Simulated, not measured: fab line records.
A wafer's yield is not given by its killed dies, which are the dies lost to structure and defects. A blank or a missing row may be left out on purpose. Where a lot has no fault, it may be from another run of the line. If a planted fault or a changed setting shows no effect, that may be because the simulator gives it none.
Code-filled problem report in 8D (eight disciplines) form | flow sky130 | the parts of the form that need people (team, actions taken, sign-off) are left out

1. WHAT WENT WRONG
LOCAL_INTERCONNECT_TIN_RS at SKY_LOCAL_INTERCONNECT_RS_MEAS_01 reads a mean of 12.69 ohm/sq on 1 wafer of 1 lot; wafers without a fault read 14.23 ohm/sq with a standard deviation of 0.16. That is -9.6 standard deviations from the usual mean.
The step: measures by four-point-probe.
First observed at day 36 04:51: wafer L148.4, on film metro-01. At this step, 30 wafers from 10 lots have a number in the record. Rule for "out", or "out of limits": more than 4 standard deviations from the usual mean. All remaining wafers that have a number are taken as sound.

2. WHAT IT IS, WHAT IT ISN'T
question                    | is                        | is not
which readings at this step | LOCAL_INTERCONNECT_TIN_RS | -
which lots                  | L148                      | L131, L132, L133, L136, L138, L139, L151, L153, L154
which wafers of those lots  | L148.4                    | L148.1, L148.6
read on which gauges        | film metro-01             | film metro-03, film metro-04
when                        | from day 36 04:51         | up to then (20 sound wafers); but 9 sound wafers of L151, L153, L154 came after

3. WHAT RULES OUT EACH SUSPECT
Counting: a tool at a process step up to the reading stays a suspect if it ran every lot that is out. Sound lots after the first of them don't rule it out here, since some wafers of a struck lot are sound.
- the gauge at SKY_LOCAL_INTERCONNECT_RS_MEAS_01 has been ruled out. All the wafers that are out were read on film metro-01, but those of them that SKY_LOCAL_INTERCONNECT_METAL_ETCH_14 has rows for are out there too, on other tools.
- plasma asher-02 at SKY_LDD_LDN_STRIP_12 (strips in O2/N2): kept. It processed L148, the lot that is out, at day 30 09:20, and its most recent sound lot before then was L139 at day 26 03:17.
- rie diel-04 at SKY_LI_CONTACT_ETCH_14 (etches BARC in N2/H2, stops on SiO2, time 45.9 s, target depth 60 nm): kept. It processed L148, the lot that is out, at day 36 03:29, and its most recent sound lot before then was L138 at day 32 05:08.
- pvd sputter-02 at SKY_LOCAL_INTERCONNECT_SPUTTER_00 (material TiN, target thk 100 nm, time 83.3 s): kept. It processed L148, the lot that is out, at day 36 04:47, and its most recent sound lot before then was L133 at day 30 07:51.
The count leaves plasma asher-02 at SKY_LDD_LDN_STRIP_12, rie diel-04 at SKY_LI_CONTACT_ETCH_14, and pvd sputter-02 at SKY_LOCAL_INTERCONNECT_SPUTTER_00.

4. THE CAUSE (what the simulator had put in)
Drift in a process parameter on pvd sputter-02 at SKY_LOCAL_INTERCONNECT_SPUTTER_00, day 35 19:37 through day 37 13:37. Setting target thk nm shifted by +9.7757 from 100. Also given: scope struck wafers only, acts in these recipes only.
After counting, 3 suspects remain, this tool included.

5. THE EFFECT CHAIN, in route order
Rows list readings where the struck wafers' mean (over those with a number) sits beyond 3 standard deviations from the usual. Scope: only readings with a usual standard deviation given in the record; hours: median across lots of the time from each lot's start at the first step in this table that gives one to its start at this step; sigmas: change in usual standard deviations.
hours | step                                 | reading                    | usual        | on struck wafers | change | sigmas
0     | SKY_LOCAL_INTERCONNECT_RS_MEAS_01    | LOCAL_INTERCONNECT_TIN_RS  | 14.23 ohm/sq | 12.69            | -1.54  | -9.6
0     | SKY_LOCAL_INTERCONNECT_THK_MEAS_02   | LOCAL_INTERCONNECT_TIN_THK | 98.8 nm      | 110.2            | +11.4  | +10
27    | SKY_LOCAL_INTERCONNECT_METAL_ETCH_14 | oes product au             | 0.938 a.u.   | 0.998            | +0.060 | +7.8
27    | SKY_LOCAL_INTERCONNECT_METAL_ETCH_14 | throttle valve pct         | 21.903 %     | 21.867           | -0.036 | -3.9
Process steps it contains:
- SKY_LOCAL_INTERCONNECT_METAL_ETCH_14: etches TiN in Cl2/BCl3, stops on PSG, target depth 110 nm, time 31.4 s.

6. WHAT WOULD HAVE CAUGHT IT SOONER
The first out-of-limits reading at a measuring or inspecting step in this record came at day 36 04:51, 9 hours after the fault's start at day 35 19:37.
An alarm limit of 4 standard deviations would not have fired on the tool readings at SKY_LOCAL_INTERCONNECT_SPUTTER_00 for which the record gives a usual standard deviation, since none of them was out on any struck wafer.
By day 36 04:51, every lot that is out (1) had started SKY_LOCAL_INTERCONNECT_SPUTTER_00 on pvd sputter-02. Had the tool been put on hold then, not one of them would have been saved.
